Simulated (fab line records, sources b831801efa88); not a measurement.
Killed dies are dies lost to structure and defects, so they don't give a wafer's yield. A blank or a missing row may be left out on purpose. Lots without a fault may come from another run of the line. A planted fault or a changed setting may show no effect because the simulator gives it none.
Chamber matching | flow sky130 | SKY_FIELD_ISO_ETCH_15 on rie_diel-03: 4 sister chambers
The step etches the open film in CHF3/O2, stops on Si, target depth 180 nm, time 72 s. 30 wafers are shown with their chamber, then 12 later ones without.

WAFERS WITH THEIR CHAMBER
wafer  | chamber | drypump_motor_current_A (A) | throttle_valve_pct (%) | oes_product_au (a.u.)
L075.1 | 2       | 6.2                         | 8.840                  | 0.940
L075.2 | 1       | 5.5                         | 8.838                  | 0.944
L075.3 | 0       | 6.3                         | 8.844                  | 0.936
L075.4 | 3       | 6.0                         | 8.847                  | 0.935
L075.5 | 1       | 5.5                         | 8.831                  | 0.938
L075.6 | 2       | 6.2                         | 8.836                  | 0.941
L077.2 | 1       | 5.5                         | 8.832                  | 0.935
L077.4 | 0       | 6.3                         | 8.852                  | 0.939
L077.5 | 2       | 6.2                         | 8.842                  | 0.930
L080.1 | 3       | 6.0                         | 8.833                  | 0.935
L080.2 | 0       | 6.3                         | 8.847                  | 0.933
L080.3 | 2       | 6.2                         | 8.845                  | 0.944
L082.1 | 2       | 6.2                         | 8.843                  | 0.960
L082.2 | 3       | 6.0                         | 8.857                  | 0.957
L082.4 | 0       | 6.3                         | 8.842                  | 0.944
L084.1 | 3       | 6.0                         | 8.841                  | 0.945
L084.2 | 0       | 6.3                         | 8.849                  | 0.952
L084.3 | 2       | 6.2                         | 8.854                  | 0.949
L090.1 | 0       | 6.3                         | 8.847                  | 0.937
L090.2 | 3       | 6.0                         | 8.842                  | 0.935
L090.3 | 2       | 6.2                         | 8.843                  | 0.945
L090.4 | 1       | 5.5                         | 8.833                  | 0.940
L090.5 | 0       | 6.4                         | 8.838                  | 0.937
L090.6 | 3       | 6.0                         | 8.862                  | 0.930
L091.3 | 3       | 6.0                         | 8.844                  | 0.937
L091.4 | 0       | 6.3                         | 8.847                  | 0.930
L091.6 | 1       | 5.5                         | 8.824                  | 0.934
L093.1 | 1       | 5.5                         | 8.843                  | 0.939
L093.2 | 3       | 6.0                         | 8.847                  | 0.951
L093.3 | 0       | 6.4                         | 8.844                  | 0.939

SIGNATURES (means of the wafers above)
reading                 | chamber 0 | chamber 1 | chamber 2 | chamber 3 | scatter within a chamber
drypump_motor_current_A | 6.322     | 5.500     | 6.200     | 6.000     | 0.0245
throttle_valve_pct      | 8.84556   | 8.83350   | 8.84329   | 8.84662   | 0.00655
oes_product_au          | 0.93856   | 0.93833   | 0.94414   | 0.94063   | 0.00762
Rule: a wafer's distance from a chamber is the root of the sum, over the readings, of the square of ((its reading less the chamber's mean) divided by the reading's scatter). The wafer belongs to the nearest chamber; if the next one is less than 2 further off, it can't be placed. The scatter: the root of (the sum of the squares of (reading less its chamber's mean) over the shown wafers, divided by (wafers less chambers)).

WAFERS WITHOUT THEIR CHAMBER
wafer  | drypump_motor_current_A (A) | throttle_valve_pct (%) | oes_product_au (a.u.)
L093.4 | 5.5                         | 8.856                  | 0.941
L093.5 | 6.3                         | 8.847                  | 0.928
L093.6 | 6.0                         | 8.844                  | 0.938
L094.1 | 6.2                         | 8.832                  | 0.956
L094.2 | 6.0                         | 8.857                  | 0.941
L094.3 | 6.3                         | 8.842                  | 0.957
L094.4 | 5.5                         | 8.851                  | 0.949
L094.5 | 5.5                         | 8.846                  | 0.948
L094.6 | 6.3                         | 8.851                  | 0.949
L097.4 | 6.3                         | 8.842                  | 0.942
L097.5 | 5.5                         | 8.841                  | 0.935
L097.6 | 6.2                         | 8.858                  | 0.945

WHICH CHAMBER EACH WENT THROUGH
wafer  | from the rows above     | in truth
L093.4 | 1                       | 1
L093.5 | 0                       | 0
L093.6 | 3                       | 3
L094.1 | 2                       | 2
L094.2 | 3                       | 3
L094.3 | can't be placed: 0 or 2 | 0
L094.4 | 1                       | 1
L094.5 | 1                       | 1
L094.6 | 0                       | 0
L097.4 | 0                       | 0
L097.5 | 1                       | 1
L097.6 | 2                       | 2
Placed correctly: 11 of 12. Can't be placed from these rows: 1 (the true chamber is among the candidates in 1). Placed wrongly: 0.
